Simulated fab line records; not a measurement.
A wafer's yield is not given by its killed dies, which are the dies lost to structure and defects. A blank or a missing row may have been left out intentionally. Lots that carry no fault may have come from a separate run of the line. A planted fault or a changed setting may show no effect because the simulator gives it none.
fab line records	flow sky130
[record] lots = 24	wafers = 72	lastDay = 50
route steps=708 shown NWELL@81 VT_ADJUST_LVTN@104 VT_ADJUST_HVTR@141 SONOS_ONO@169
lots untouched by any fault: they come from a run of this same line in which no faults occurred
startH: start of the lot's first displayed wafer, in hours after the record's first day	waitH: time in hours since the lot's previous step	" the same as in the row above	L1.1+2: several wafers, shown together as one row	- no value, or no start given	* or withheld: withheld	< > ~ a bound
route shown NAME@n: NAME is a module with steps in the file, n the number in the route of the first one	usual: average and standard deviation across the fault-free wafers	same: alike in all rows	chamber/n: place in a boat	sites: readings site by site	_std_site: their standard deviation	_edge_site: inner sites' mean taken away from outer sites' mean	radiusMm: for every site, how far away it sits from the centre of the wafer	mask NAME#n: copy n	behind: the last tool/chamber to shape the wafer	hold: the reason the lot was held/the length of the hold in hours/how it ended	device: the transistor (n, p or np) that didn't switch	end of line: the tests these same wafers got at the end of their route	a step with no rows: only its recipe	killed: dies that structure and defects cost at the first sort, which is not the same as the wafer's yield	map: a wafer's dies, x killed, . not, _ none there
set.NAME: the run value of the setting; set.NAME@STEP: its run value at that earlier step	model.NAME: the simulator's own value behind a step, which no gauge read
route steps across a sampled set of lots; one table per step, one row per wafer
services: a tool's chamber out of use, with start hour (startH, from the record's first day; less than 0 if before it), hours out, and reason
[[steps]]
[step SKY_NWELL_RTA_28]
[recipe] tempC = 1050	timeS = 30	idleTempC = 650	rampUpCPerS = 150	rampDownCPerS = 90	ambient = N2
[usual] lampPowerPct = 25.31/0.052	rampDownCPerS = 90.001/0.017	wafer_temp_C_max = 1054.9/0.97
lot.wafer	tool	chamber	startH	waitH	lampPowerPct	rampDownCPerS	wafer_temp_C_max
L074.1	rtpAnneal-02	0	104.51	0.0	25.27	90.045	1054.6
L074.3	"	0	"	"	25.30	89.992	1054.3
L074.5	"	0	"	"	25.26	90.001	1054.6
L075.2	rtpAnneal-01	0	112.09	0.0	25.34	90.021	1054.1
L075.3	"	0	"	"	25.35	90.026	1056.5
L075.6	"	0	"	"	25.44	89.999	1054.7
L076.1	rtpAnneal-02	0	115.32	0.0	25.27	89.999	1055.7
L076.2	"	0	"	"	25.28	89.997	1054.4
L076.6	"	0	"	"	25.22	89.995	1053.5
L077.1	rtpAnneal-01	0	120.21	0.0	25.29	90.001	1053.7
L077.2	"	0	"	"	25.30	89.992	1054.2
L077.5	"	0	"	"	25.22	89.996	1057.9
L078.1	rtpAnneal-02	0	129.66	0.0	25.31	90.031	1054.4
L078.2	"	0	"	"	25.33	90.006	1054.8
L078.3	"	0	"	"	25.37	89.986	1054.6
L079.1	rtpAnneal-01	0	145.96	0.0	25.24	90.001	1055.6
L079.2	"	0	"	"	25.30	89.988	1054.8
L079.6	"	0	"	"	25.29	90.015	1055.8
L081.3	rtpAnneal-02	0	149.50	0.0	25.21	89.986	1053.8
L081.4	"	0	"	"	25.50	90.031	1054.9
L081.6	"	0	"	"	25.26	89.984	1054.6
L080.3	rtpAnneal-01	0	149.85	0.0	25.37	90.005	1054.2
L080.4	"	0	"	"	25.35	90.014	1054.9
L080.5	"	0	"	"	25.36	89.985	1055.6
L082.1	rtpAnneal-02	0	152.36	0.0	25.31	90.016	1054.4
L082.2	"	0	"	"	25.31	89.985	1054.8
L082.3	"	0	"	"	25.28	90.008	1055.5
L083.1	rtpAnneal-02	0	157.87	0.0	25.26	90.027	1054.9
L083.3	"	0	"	"	25.29	89.997	1054.7
L083.6	"	0	"	"	25.25	89.982	1054.3
L084.2	rtpAnneal-02	0	165.48	0.0	25.35	89.985	1055.4
L084.5	"	0	"	"	25.26	90.016	1055.0
L084.6	"	0	"	"	25.30	89.999	1055.6
L085.1	rtpAnneal-02	0	178.11	0.0	25.38	90.012	1053.8
L085.5	"	0	"	"	25.36	90.017	1056.1
L085.6	"	0	"	"	25.23	90.003	1054.3
L087.1	rtpAnneal-01	0	187.86	0.0	25.29	89.996	1054.0
L087.3	"	0	"	"	25.42	89.999	1055.5
L087.4	"	0	"	"	25.36	89.999	1054.0
L086.2	rtpAnneal-02	0	188.23	0.0	25.31	90.004	1053.5
L086.4	"	0	"	"	25.29	89.997	1053.6
L086.5	"	0	"	"	25.26	89.992	1053.9
L088.2	rtpAnneal-02	0	194.98	0.0	25.36	89.977	1054.9
L088.3	"	0	"	"	25.26	90.023	1053.5
L088.6	"	0	"	"	25.22	90.022	1055.0
L089.1	rtpAnneal-01	0	201.96	0.0	25.37	89.988	1054.1
L089.2	"	0	"	"	25.30	89.990	1055.2
L089.5	"	0	"	"	25.34	90.013	1055.4
L090.2	rtpAnneal-01	0	205.49	0.0	25.31	90.021	1055.3
L090.3	"	0	"	"	25.35	90.007	1054.7
L090.4	"	0	"	"	25.35	89.962	1056.5
L091.1	rtpAnneal-02	0	209.57	0.0	25.32	89.987	1053.1
L091.2	"	0	"	"	25.27	89.991	1055.1
L091.5	"	0	"	"	25.35	90.001	1053.6
L093.3	rtpAnneal-01	0	219.16	0.1	25.34	90.001	1055.0
L093.5	"	0	"	"	25.25	90.002	1054.8
L093.6	"	0	"	"	25.23	89.988	1054.4
L092.1	rtpAnneal-02	0	221.06	0.0	25.30	90.007	1055.2
L092.4	"	0	"	"	25.32	90.014	1055.3
L092.5	"	0	"	"	25.36	89.987	1056.1
L094.1	rtpAnneal-02	0	226.62	0.0	25.34	89.993	1054.6
L094.3	"	0	"	"	25.33	89.985	1054.8
L094.4	"	0	"	"	25.32	89.988	1056.6
L095.2	rtpAnneal-01	0	233.69	0.1	25.35	89.995	1053.4
L095.3	"	0	"	"	25.29	90.003	1055.7
L095.4	"	0	"	"	25.31	90.001	1054.2
L096.3	rtpAnneal-02	0	236.80	0.0	25.22	90.035	1056.9
L096.4	"	0	"	"	25.27	90.005	1054.8
L096.5	"	0	"	"	25.32	89.994	1056.3
L097.1	rtpAnneal-01	0	242.92	0.0	25.34	90.024	1055.1
L097.2	"	0	"	"	25.24	90.011	1054.0
L097.5	"	0	"	"	25.28	89.993	1054.1
[step SKY_VT_ADJUST_LVTN_OVL_MEAS_07]
[usual] VT_ADJUST_LVTN_OVL = -0.2/1.5
lot.wafer	tool	chamber	startH	waitH	VT_ADJUST_LVTN_OVL[nm]
L074.1	overlay-02	-	141.00	-	-0.2
L074.3	"	-	"	"	0.9
L074.5	"	-	"	"	-0.9
L075.2	overlay-02	-	149.57	-	-2.1
L075.3	"	-	"	"	-1.0
L075.6	"	-	"	"	-1.1
L076.1	overlay-02	-	154.21	-	2.8
L076.2	"	-	"	"	2.1
L076.6	"	-	"	"	2.2
L077.1	overlay-01	-	158.55	-	3.2
L077.2	"	-	"	"	0.8
L077.5	"	-	"	"	0.7
L078.1	overlay-01	-	168.36	-	-0.8
L078.2	"	-	"	"	0.8
L078.3	"	-	"	"	1.0
L079.1	overlay-01	-	186.30	-	1.1
L079.2	"	-	"	"	0.4
L079.6	"	-	"	"	0.6
L081.3	overlay-02	-	191.43	-	0.2
L081.4	"	-	"	"	1.8
L081.6	"	-	"	"	1.2
L080.3	overlay-02	-	192.22	-	-1.2
L080.4	"	-	"	"	1.7
L080.5	"	-	"	"	-0.2
L082.1	overlay-01	-	193.75	-	-1.0
L082.2	"	-	"	"	0.6
L082.3	"	-	"	"	0.9
L083.1	overlay-01	-	200.42	-	-1.4
L083.3	"	-	"	"	-1.9
L083.6	"	-	"	"	-2.2
L084.2	overlay-01	-	208.22	-	1.5
L084.5	"	-	"	"	2.2
L084.6	"	-	"	"	1.0
L085.1	overlay-02	-	222.70	-	-0.7
L085.5	"	-	"	"	-2.1
L085.6	"	-	"	"	0.1
L087.1	overlay-02	-	232.11	-	-0.9
L087.3	"	-	"	"	-1.8
L087.4	"	-	"	"	0.0
L086.2	overlay-01	-	232.37	-	0.6
L086.4	"	-	"	"	0.9
L086.5	"	-	"	"	2.6
L088.2	overlay-02	-	238.97	-	0.1
L088.3	"	-	"	"	-0.2
L088.6	"	-	"	"	2.0
L089.1	overlay-01	-	247.25	-	-1.9
L089.2	"	-	"	"	-2.7
L089.5	"	-	"	"	-1.3
L090.2	overlay-02	-	250.67	-	1.0
L090.3	"	-	"	"	-1.0
L090.4	"	-	"	"	-0.6
L091.1	overlay-01	-	256.25	-	0.8
L091.2	"	-	"	"	-1.0
L091.5	"	-	"	"	0.6
L093.3	overlay-01	-	265.91	-	0.5
L093.5	"	-	"	"	1.5
L093.6	"	-	"	"	1.4
L092.1	overlay-01	-	267.67	-	-0.5
L092.4	"	-	"	"	-2.9
L092.5	"	-	"	"	-0.3
L094.1	overlay-01	-	274.00	-	-2.0
L094.3	"	-	"	"	-2.0
L094.4	"	-	"	"	0.3
L095.2	overlay-01	-	281.81	-	-1.2
L095.3	"	-	"	"	-0.9
L095.4	"	-	"	"	-2.9
L096.3	overlay-02	-	284.86	-	-2.9
L096.4	"	-	"	"	-0.7
L096.5	"	-	"	"	-1.2
L097.1	overlay-01	-	292.55	-	-2.8
L097.2	"	-	"	"	-2.2
L097.5	"	-	"	"	0.4
[step SKY_VT_ADJUST_LVTN_TW_MEAS_10]
[usual] VT_ADJUST_LVTN_TW = 242.8/1.8
lot.wafer	tool	chamber	startH	waitH	VT_ADJUST_LVTN_TW
L074.1	filmMetro-04	-	141.29	0.1	243.4
L074.3	"	-	"	"	243.8
L074.5	"	-	"	"	244.0
L075.2	filmMetro-03	-	149.86	0.1	242.6
L075.3	"	-	"	"	242.0
L075.6	"	-	"	"	241.5
L076.1	filmMetro-03	-	154.50	0.1	241.3
L076.2	"	-	"	"	241.7
L076.6	"	-	"	"	242.4
L077.1	filmMetro-02	-	158.84	0.1	244.6
L077.2	"	-	"	"	245.4
L077.5	"	-	"	"	243.4
L078.1	filmMetro-04	-	168.65	0.1	242.5
L078.2	"	-	"	"	243.4
L078.3	"	-	"	"	244.7
L079.1	filmMetro-03	-	186.59	0.1	239.3
L079.2	"	-	"	"	240.0
L079.6	"	-	"	"	240.5
L081.3	filmMetro-04	-	191.72	0.1	244.8
L081.4	"	-	"	"	244.5
L081.6	"	-	"	"	244.7
L080.3	filmMetro-04	-	192.52	0.1	244.5
L080.4	"	-	"	"	243.4
L080.5	"	-	"	"	244.2
L082.1	filmMetro-03	-	194.04	0.1	239.7
L082.2	"	-	"	"	240.9
L082.3	"	-	"	"	239.1
L083.1	filmMetro-03	-	200.70	0.1	238.8
L083.3	"	-	"	"	241.1
L083.6	"	-	"	"	239.9
L084.2	filmMetro-04	-	208.51	0.1	245.5
L084.5	"	-	"	"	244.9
L084.6	"	-	"	"	244.8
L085.1	filmMetro-03	-	222.99	0.1	242.0
L085.5	"	-	"	"	241.5
L085.6	"	-	"	"	242.7
L087.1	filmMetro-02	-	232.40	0.1	245.0
L087.3	"	-	"	"	244.5
L087.4	"	-	"	"	244.7
L086.2	filmMetro-03	-	232.66	0.1	242.7
L086.4	"	-	"	"	240.6
L086.5	"	-	"	"	241.4
L088.2	filmMetro-04	-	239.26	0.1	241.3
L088.3	"	-	"	"	242.0
L088.6	"	-	"	"	241.3
L089.1	filmMetro-03	-	247.54	0.1	240.2
L089.2	"	-	"	"	239.6
L089.5	"	-	"	"	240.7
L090.2	filmMetro-04	-	250.96	0.1	244.7
L090.3	"	-	"	"	244.0
L090.4	"	-	"	"	243.1
L091.1	filmMetro-02	-	256.54	0.1	245.1
L091.2	"	-	"	"	245.3
L091.5	"	-	"	"	244.4
L093.3	filmMetro-03	-	266.21	0.1	241.1
L093.5	"	-	"	"	240.8
L093.6	"	-	"	"	241.2
L092.1	filmMetro-03	-	267.95	0.1	242.5
L092.4	"	-	"	"	240.4
L092.5	"	-	"	"	240.3
L094.1	filmMetro-04	-	274.29	0.1	242.1
L094.3	"	-	"	"	243.7
L094.4	"	-	"	"	244.1
L095.2	filmMetro-04	-	282.10	0.1	243.0
L095.3	"	-	"	"	244.0
L095.4	"	-	"	"	242.0
L096.3	filmMetro-02	-	285.16	0.1	246.3
L096.4	"	-	"	"	244.0
L096.5	"	-	"	"	243.4
L097.1	filmMetro-02	-	292.84	0.1	243.6
L097.2	"	-	"	"	244.8
L097.5	"	-	"	"	243.9
[step SKY_VT_ADJUST_HVTR_STRIP_10]
[recipe] chemistry = O2/N2	powerW = 1400	pressureMtorr = 1500	platenTempC = withheld	o2FlowSccm = 3000	n2FlowSccm = 300	overashFraction = 0.5
[usual] drypumpMotorCurrentA = 5.7/0.51	oesProductAu = 0.716/0.0046	stripTimeToEndpointS = 14.18/0.038
lot.wafer	tool	chamber	startH	waitH	drypumpMotorCurrentA	oesProductAu	rfHoursCounterH	stripTimeToEndpointS
L074.1	plasmaAsher-04	0	204.43	0.1	6.0	0.723	51	14.24
L074.3	"	0	"	"	6.0	0.709	-	14.29
L074.5	"	1	"	"	5.6	0.718	-	14.25
L075.2	plasmaAsher-03	1	213.13	0.2	6.3	0.715	40	14.24
L075.3	"	1	"	"	6.3	0.714	-	14.23
L075.6	"	1	"	"	6.3	0.717	-	14.24
L076.1	plasmaAsher-03	1	217.78	0.1	6.3	0.716	41	14.15
L076.2	"	0	"	"	6.2	0.720	41	14.15
L076.6	"	0	"	"	6.2	0.714	-	14.23
L077.1	plasmaAsher-03	1	222.97	0.1	6.3	0.720	41	14.14
L077.2	"	0	"	"	6.2	0.723	41	14.14
L077.5	"	0	"	"	6.1	0.720	-	14.16
L078.1	plasmaAsher-03	1	233.83	0.1	6.3	0.718	43	14.18
L078.2	"	0	"	"	6.2	0.704	43	14.21
L078.3	"	1	"	"	6.3	0.703	-	14.21
L079.1	plasmaAsher-01	1	253.28	0.1	5.4	0.724	11	14.21
L079.2	"	0	"	"	4.9	0.720	11	14.22
L079.6	"	1	"	"	5.4	0.715	-	14.19
L081.3	plasmaAsher-01	0	258.36	0.1	4.9	0.712	-	14.19
L081.4	"	1	"	"	5.4	0.713	-	14.23
L081.6	"	1	"	"	5.4	0.716	-	14.19
L080.3	plasmaAsher-01	1	259.16	0.1	5.4	0.711	-	14.10
L080.4	"	0	"	"	4.9	0.718	-	14.15
L080.5	"	1	"	"	5.4	0.709	-	14.08
L082.1	plasmaAsher-01	1	262.48	0.1	5.4	0.714	12	14.16
L082.2	"	0	"	"	5.0	0.721	12	14.20
L082.3	"	0	"	"	5.0	0.716	-	14.21
L083.1	plasmaAsher-04	0	270.28	0.1	6.0	0.721	55	14.22
L083.3	"	1	"	"	5.6	0.713	-	14.22
L083.6	"	0	"	"	6.0	0.714	-	14.22
L084.2	plasmaAsher-03	0	278.42	0.1	6.2	0.718	47	14.19
L084.5	"	0	"	"	6.1	0.717	-	14.18
L084.6	"	1	"	"	6.3	0.719	-	14.20
L085.1	plasmaAsher-03	0	294.78	0.1	6.2	0.719	49	14.23
L085.5	"	1	"	"	6.3	0.713	-	14.21
L085.6	"	0	"	"	6.2	0.712	-	14.22
L087.1	plasmaAsher-01	1	304.92	0.1	5.4	0.711	17	14.19
L087.3	"	1	"	"	5.4	0.715	-	14.17
L087.4	"	0	"	"	4.9	0.717	-	14.16
L086.2	plasmaAsher-04	0	306.93	0.1	6.0	0.720	58	14.15
L086.4	"	1	"	"	5.6	0.715	-	14.20
L086.5	"	1	"	"	5.5	0.708	-	14.21
L088.2	plasmaAsher-01	1	314.77	0.1	5.4	0.714	17	14.12
L088.3	"	0	"	"	5.0	0.717	-	14.16
L088.6	"	1	"	"	5.4	0.713	-	14.13
L089.1	plasmaAsher-01	0	323.07	0.1	4.9	0.719	18	14.17
L089.2	"	1	"	"	5.4	0.718	18	14.24
L089.5	"	0	"	"	5.0	0.718	-	14.17
L090.2	plasmaAsher-01	0	327.13	0.1	4.9	0.717	19	14.13
L090.3	"	1	"	"	5.4	0.715	-	14.16
L090.4	"	0	"	"	4.9	0.706	-	14.16
L091.1	plasmaAsher-04	1	332.62	0.1	5.5	0.717	60	14.13
L091.2	"	0	"	"	5.9	0.722	60	14.12
L091.5	"	1	"	"	5.5	0.710	-	14.15
L093.3	plasmaAsher-01	1	342.41	0.1	5.4	0.717	-	14.17
L093.5	"	0	"	"	4.9	0.722	-	14.15
L093.6	"	1	"	"	5.4	0.710	-	14.16
L092.1	plasmaAsher-03	1	344.88	0.1	6.2	0.721	54	14.20
L092.4	"	0	"	"	6.1	0.708	-	14.19
L092.5	"	1	"	"	6.3	0.718	-	14.14
L094.1	plasmaAsher-03	1	351.78	0.1	6.3	0.709	55	14.21
L094.3	"	0	"	"	6.2	0.710	-	14.21
L094.4	"	1	"	"	6.3	0.711	-	14.18
L095.2	plasmaAsher-01	1	362.08	0.1	5.4	0.714	23	14.16
L095.3	"	1	"	"	5.4	0.710	-	14.15
L095.4	"	0	"	"	4.9	0.729	-	14.15
L096.3	plasmaAsher-03	1	363.96	0.1	6.3	0.726	-	14.19
L096.4	"	0	"	"	6.2	0.712	-	14.16
L096.5	"	1	"	"	6.3	0.709	-	14.18
L097.1	plasmaAsher-01	0	371.78	0.1	4.9	0.715	24	14.21
L097.2	"	1	"	"	5.4	0.716	24	14.21
L097.5	"	0	"	"	4.9	0.716	-	14.22
[step SKY_SONOS_ONO_THK_MEAS_01]
[recipe] reads = SiO2_of_SONOS_ONO_OXIDATION_00
[usual] SONOS_ONO_OXIDATION_THK = 2.59/0.049
lot.wafer	tool	chamber	startH	waitH	SONOS_ONO_OXIDATION_THK[nm]
L074.1	filmMetro-04	-	252.92	0.0	2.59
L074.3	"	-	"	"	2.65
L074.5	"	-	"	"	2.56
L075.2	filmMetro-04	-	260.05	0.0	2.54
L075.3	"	-	"	"	2.52
L075.6	"	-	"	"	2.55
L076.1	filmMetro-02	-	265.54	0.0	2.61
L076.2	"	-	"	"	2.55
L076.6	"	-	"	"	2.48
L077.1	filmMetro-02	-	273.61	0.0	2.68
L077.2	"	-	"	"	2.61
L077.5	"	-	"	"	2.59
L078.1	filmMetro-02	-	284.71	0.0	2.60
L078.2	"	-	"	"	2.66
L078.3	"	-	"	"	2.67
L079.1	filmMetro-02	-	304.65	0.0	2.53
L079.2	"	-	"	"	2.60
L079.6	"	-	"	"	2.56
L081.3	filmMetro-02	-	310.09	0.0	2.68
L081.4	"	-	"	"	2.60
L081.6	"	-	"	"	2.67
L080.3	filmMetro-02	-	312.97	0.0	2.59
L080.4	"	-	"	"	2.66
L080.5	"	-	"	"	2.64
L082.1	filmMetro-02	-	316.86	0.0	2.58
L082.2	"	-	"	"	2.58
L082.3	"	-	"	"	2.54
L083.1	filmMetro-04	-	324.16	0.0	2.65
L083.3	"	-	"	"	2.66
L083.6	"	-	"	"	2.71
L084.2	filmMetro-02	-	331.48	0.0	2.57
L084.5	"	-	"	"	2.62
L084.6	"	-	"	"	2.53
L085.1	filmMetro-01	-	349.89	0.0	2.63
L085.5	"	-	"	"	2.63
L085.6	"	-	"	"	2.64
L087.1	filmMetro-04	-	359.37	0.0	2.58
L087.3	"	-	"	"	2.52
L087.4	"	-	"	"	2.55
L086.2	filmMetro-01	-	361.76	0.0	2.63
L086.4	"	-	"	"	2.55
L086.5	"	-	"	"	2.50
L088.2	filmMetro-01	-	370.22	0.0	2.60
L088.3	"	-	"	"	2.57
L088.6	"	-	"	"	2.55
L089.1	filmMetro-04	-	379.14	0.0	2.55
L089.2	"	-	"	"	2.61
L089.5	"	-	"	"	2.54
L090.2	filmMetro-02	-	384.74	0.0	2.55
L090.3	"	-	"	"	2.63
L090.4	"	-	"	"	2.51
L091.1	filmMetro-02	-	391.10	0.0	2.57
L091.2	"	-	"	"	2.61
L091.5	"	-	"	"	2.56
L093.3	filmMetro-01	-	400.12	0.0	2.51
L093.5	"	-	"	"	2.61
L093.6	"	-	"	"	2.52
L092.1	filmMetro-01	-	403.55	0.0	2.57
L092.4	"	-	"	"	2.53
L092.5	"	-	"	"	2.56
L094.1	filmMetro-01	-	410.15	0.0	2.60
L094.3	"	-	"	"	2.56
L094.4	"	-	"	"	2.57
L095.2	filmMetro-01	-	422.99	0.0	2.60
L095.3	"	-	"	"	2.61
L095.4	"	-	"	"	2.56
L096.3	filmMetro-01	-	425.74	0.0	2.59
L096.4	"	-	"	"	2.62
L096.5	"	-	"	"	2.58
L097.1	filmMetro-01	-	436.94	0.0	2.61
L097.2	"	-	"	"	2.55
L097.5	"	-	"	"	2.58
[step SKY_SONOS_ONO_THK_MEAS_03]
[recipe] reads = Si3N4_of_SONOS_ONO_CVD_02
[usual] SONOS_ONO_CVD_02_THK = 10.54/0.14
lot.wafer	tool	chamber	startH	waitH	SONOS_ONO_CVD_02_THK[nm]
L074.1	filmMetro-04	-	254.03	0.0	10.39
L074.3	"	-	"	"	10.50
L074.5	"	-	"	"	10.56
L075.2	filmMetro-04	-	261.43	0.0	10.30
L075.3	"	-	"	"	10.39
L075.6	"	-	"	"	10.34
L076.1	filmMetro-04	-	266.95	0.0	10.51
L076.2	"	-	"	"	10.43
L076.6	"	-	"	"	10.53
L077.1	filmMetro-04	-	275.99	0.0	10.30
L077.2	"	-	"	"	10.37
L077.5	"	-	"	"	10.41
L078.1	filmMetro-04	-	288.30	0.0	10.75
L078.2	"	-	"	"	10.62
L078.3	"	-	"	"	10.55
L079.1	filmMetro-02	-	310.87	0.0	10.50
L079.2	"	-	"	"	10.50
L079.6	"	-	"	"	10.56
L080.3	filmMetro-01	-	315.15	0.0	10.71
L080.4	"	-	"	"	10.54
L080.5	"	-	"	"	10.69
L081.3	filmMetro-04	-	315.15	0.0	10.50
L081.4	"	-	"	"	10.46
L081.6	"	-	"	"	10.47
L082.1	filmMetro-02	-	321.42	0.0	10.62
L082.2	"	-	"	"	10.58
L082.3	"	-	"	"	10.64
L083.1	filmMetro-04	-	328.35	0.0	10.71
L083.3	"	-	"	"	10.62
L083.6	"	-	"	"	10.52
L084.2	filmMetro-02	-	336.67	0.0	10.44
L084.5	"	-	"	"	10.29
L084.6	"	-	"	"	10.24
L085.1	filmMetro-01	-	354.19	0.0	10.45
L085.5	"	-	"	"	10.43
L085.6	"	-	"	"	10.52
L087.1	filmMetro-01	-	362.94	0.0	10.54
L087.3	"	-	"	"	10.41
L087.4	"	-	"	"	10.48
L086.2	filmMetro-01	-	369.24	0.0	10.58
L086.4	"	-	"	"	10.56
L086.5	"	-	"	"	10.63
L088.2	filmMetro-01	-	375.30	0.0	10.61
L088.3	"	-	"	"	10.77
L088.6	"	-	"	"	10.71
L089.1	filmMetro-02	-	386.07	0.0	10.90
L089.2	"	-	"	"	10.99
L089.5	"	-	"	"	10.83
L090.2	filmMetro-02	-	390.33	0.0	10.63
L090.3	"	-	"	"	10.64
L090.4	"	-	"	"	10.57
L091.1	filmMetro-02	-	394.36	0.0	10.67
L091.2	"	-	"	"	10.68
L091.5	"	-	"	"	10.59
L093.3	filmMetro-04	-	402.62	0.0	10.71
L093.5	"	-	"	"	10.83
L093.6	"	-	"	"	10.59
L092.1	filmMetro-02	-	405.43	0.0	10.46
L092.4	"	-	"	"	10.54
L092.5	"	-	"	"	10.47
L094.1	filmMetro-02	-	411.26	0.0	10.50
L094.3	"	-	"	"	10.65
L094.4	"	-	"	"	10.58
L095.2	filmMetro-01	-	424.84	0.0	10.50
L095.3	"	-	"	"	10.43
L095.4	"	-	"	"	10.64
L096.3	filmMetro-01	-	426.85	0.0	10.52
L096.4	"	-	"	"	10.43
L096.5	"	-	"	"	10.58
L097.1	filmMetro-02	-	440.13	0.0	10.31
L097.2	"	-	"	"	10.39
L097.5	"	-	"	"	10.38
[[services]]
tool	chamber	startH	hours	kind
rtpAnneal-01	-	96.01	1.7	repair
plasmaAsher-01	-	103.84	0.4	repair
plasmaAsher-01	-	108.76	9.0	pm
plasmaAsher-01	0	108.76	9.0	ventCycle
plasmaAsher-01	1	108.76	9.0	ventCycle
plasmaAsher-01	-	117.76	15.6	pm
plasmaAsher-01	0	117.76	-	clean
plasmaAsher-01	1	117.76	-	clean
plasmaAsher-01	-	172.23	3.5	repair
rtpAnneal-02	-	195.06	1.3	pm
plasmaAsher-01	-	202.07	3.4	repair
plasmaAsher-04	-	221.36	5.4	repair
plasmaAsher-01	-	229.66	2.8	pm
plasmaAsher-03	-	239.59	0.5	repair
plasmaAsher-04	-	244.13	2.8	pm
plasmaAsher-04	-	246.92	1.7	repair
plasmaAsher-04	-	255.54	11.1	repair
rtpAnneal-01	-	282.80	5.6	pm
plasmaAsher-04	-	292.17	8.3	repair
plasmaAsher-04	-	340.08	15.6	pm
plasmaAsher-04	-	360.80	8.6	repair
[[key]]
fault none
